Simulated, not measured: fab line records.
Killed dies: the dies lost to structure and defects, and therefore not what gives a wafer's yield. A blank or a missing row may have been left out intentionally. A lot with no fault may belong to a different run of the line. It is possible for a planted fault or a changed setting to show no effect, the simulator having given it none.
The tool behind it: which one?    flow sky130    10 lots with 30 wafers sampled at 5 steps, on a route of 708 steps

WHAT THE GAUGES SHOWED, per wafer
SKY_LOCAL_INTERCONNECT_RS_MEAS_01: uses a four-point probe to measure.
lot   measured      on            LOCAL_INTERCONNECT_TIN_RS (ohm/sq)
L646  day 29 14:51  filmMetro-01  14.07 14.11 14.35
L647  day 30 01:38  filmMetro-04  14.16 14.09 14.09
L650  day 30 13:05  filmMetro-04  14.37 14.33 14.31
L649  day 30 16:59  filmMetro-04  14.12 14.01 14.15
L653  day 31 20:23  filmMetro-01  14.04 14.22 14.07
L658  day 33 11:56  filmMetro-01  18.03 17.87 17.84
L660  day 34 03:23  filmMetro-04  18.01 17.81 17.95
L665  day 35 17:32  filmMetro-02  14.13 14.29 14.36
L666  day 36 02:24  filmMetro-01  14.07 14.23 14.22
L668  day 36 08:40  filmMetro-01  14.36 14.18 14.21

TOOL THAT RAN EACH LOT (tool first, then ch and the chambers of the sampled wafers, then the start)
lot   SKY_LI_CONTACT_ETCH_15             SKY_LI_CONTACT_STRIP_16              SKY_LI_CONTACT_SPUTTER_20    SKY_LOCAL_INTERCONNECT_SPUTTER_00
L646  rieDiel-03 ch 0,1, day 29 13:38    plasmaAsher-03 ch 0,1, day 29 13:45  pvdSputter-04, day 29 14:05  pvdSputter-03, day 29 14:45
L647  rieDiel-04 ch 1,2,3, day 30 00:25  plasmaAsher-02 ch 0,1, day 30 00:31  pvdSputter-03, day 30 00:54  pvdSputter-02, day 30 01:34
L650  rieDiel-02 ch 0,1,3, day 30 11:52  plasmaAsher-02 ch 0,1, day 30 11:58  pvdSputter-02, day 30 12:20  pvdSputter-01, day 30 13:00
L649  rieDiel-02 ch 2,3, day 30 15:45    plasmaAsher-02 ch 0,1, day 30 15:52  pvdSputter-04, day 30 16:13  pvdSputter-03, day 30 16:53
L653  rieDiel-03 ch 1,3, day 31 19:11    plasmaAsher-01 ch 0,1, day 31 19:16  pvdSputter-02, day 31 19:38  pvdSputter-01, day 31 20:18
L658  rieDiel-04 ch 0,1,3, day 33 10:45  plasmaAsher-01 ch 0,1, day 33 10:50  pvdSputter-04, day 33 11:12  pvdSputter-01, day 33 11:52
L660  rieDiel-04 ch 1,2,3, day 34 02:10  plasmaAsher-01 ch 0,1, day 34 02:16  pvdSputter-03, day 34 02:38  pvdSputter-01, day 34 03:18
L665  rieDiel-03 ch 0,1,3, day 35 16:20  plasmaAsher-03 ch 0,1, day 35 16:25  pvdSputter-04, day 35 16:48  pvdSputter-02, day 35 17:28
L666  rieDiel-04 ch 0,1,2, day 36 01:12  plasmaAsher-01 ch 0,1, day 36 01:17  pvdSputter-04, day 36 01:40  pvdSputter-02, day 36 02:20
L668  rieDiel-03 ch 2,3, day 36 07:27    plasmaAsher-03 ch 0,1, day 36 07:32  pvdSputter-04, day 36 07:54  pvdSputter-02, day 36 08:34
- SKY_LI_CONTACT_ETCH_15: etches PSG in C4F8/O2/Ar, stops on Si, target depth 600 nm.
- SKY_LI_CONTACT_STRIP_16: strips in O2/N2.
- SKY_LI_CONTACT_SPUTTER_20: material TiN, target thk 20 nm, time 80 s.
- SKY_LOCAL_INTERCONNECT_SPUTTER_00: material TiN, target thk 100 nm, time 83.3 s.

THE ANSWER, worked out from the rows above alone
Rule: what is usual is taken from the lots themselves. Put in order of their means at a reading, lots are off if they are a third of the lots or fewer, leave a main group of 4 or more, and stand apart from it by a gap of 3 or more times the standard deviation of the main group's means; of several such gaps the widest counts. The tables above print the reading to a certain number of digits; a main group whose means all agree to those digits is not used. Also off: a lot with no number at a reading for which 4 or more lots have one. The other lots that the step has rows for count as sound.
Off: L658, L660, seen at SKY_LOCAL_INTERCONNECT_RS_MEAS_01 (LOCAL_INTERCONNECT_TIN_RS). The main group has a mean of 14.19 ohm/sq with a standard deviation of 0.081.
A tool fits if, at a process step before that reading, it ran every lot that is off, and no sound lot after the first of them. The gauges at SKY_LOCAL_INTERCONNECT_RS_MEAS_01 are tried like those tools. One candidate fits, namely pvdSputter-01 at SKY_LOCAL_INTERCONNECT_SPUTTER_00. Its last sound lot is L653 (day 31 20:18), its first lot that is off L658 (day 33 11:52): a fault that began between those two fits.

WHAT THE SIMULATOR HAD PUT IN
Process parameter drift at SKY_LOCAL_INTERCONNECT_SPUTTER_00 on pvdSputter-01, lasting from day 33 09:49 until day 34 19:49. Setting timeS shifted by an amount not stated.
Struck lots among those shown: L658, L660. The rule above reached the same finding.
